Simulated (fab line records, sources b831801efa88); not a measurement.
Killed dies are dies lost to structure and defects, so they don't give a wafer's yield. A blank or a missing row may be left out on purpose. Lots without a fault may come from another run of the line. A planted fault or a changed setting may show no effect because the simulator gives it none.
Chamber matching | flow sky130 | SKY_POLY_GATE_ETCH_17 on rie_si-01: 4 sister chambers
The step etches poly-Si in HBr/Cl2, stops on SiO2, target depth 180 nm, time 70.5 s. 7 wafers are shown with their chamber, then 7 later ones without.

WAFERS WITH THEIR CHAMBER
wafer  | chamber | drypump_motor_current_A (A) | oes_product_au (a.u.)
L603.4 | 3       | 6.2                         | 0.985
L608.6 | 0       | 5.2                         | 0.976
L610.1 | 1       | 5.8                         | 0.974
L610.3 | 2       | 6.9                         | 0.998
L610.5 | 2       | 6.8                         | 0.990
L613.4 | 1       | 5.9                         | 0.983
L613.5 | 3       | 6.2                         | 0.987

WAFERS WITHOUT THEIR CHAMBER
wafer  | drypump_motor_current_A (A) | oes_product_au (a.u.)
L613.6 | 5.2                         | 0.996
L621.2 | 5.2                         | 0.990
L621.5 | 6.2                         | 0.978
L621.6 | 5.9                         | 0.982
L623.1 | 5.2                         | 0.989
L623.2 | 6.8                         | 0.997
L623.6 | 5.9                         | 0.986

WHICH CHAMBER EACH WENT THROUGH
wafer  | from the rows above | in truth
L613.6 | 0                   | 0
L621.2 | 0                   | 0
L621.5 | 3                   | 3
L621.6 | 1                   | 1
L623.1 | 0                   | 0
L623.2 | 2                   | 2
L623.6 | 1                   | 1
Placed correctly: 7 of 7. Can't be placed from these rows: 0. Placed wrongly: 0.
How it was worked out, from the rows above alone: a wafer's distance from a chamber is the root of the sum, over the readings, of the square of ((its reading less the chamber's mean) divided by the reading's scatter). The wafer belongs to the nearest chamber; if the next one is less than 2 further off, it can't be placed. A chamber's mean is the mean of its shown wafers. The scatter: the root of (the sum of the squares of (reading less its chamber's mean) over the shown wafers, divided by (wafers less chambers)).
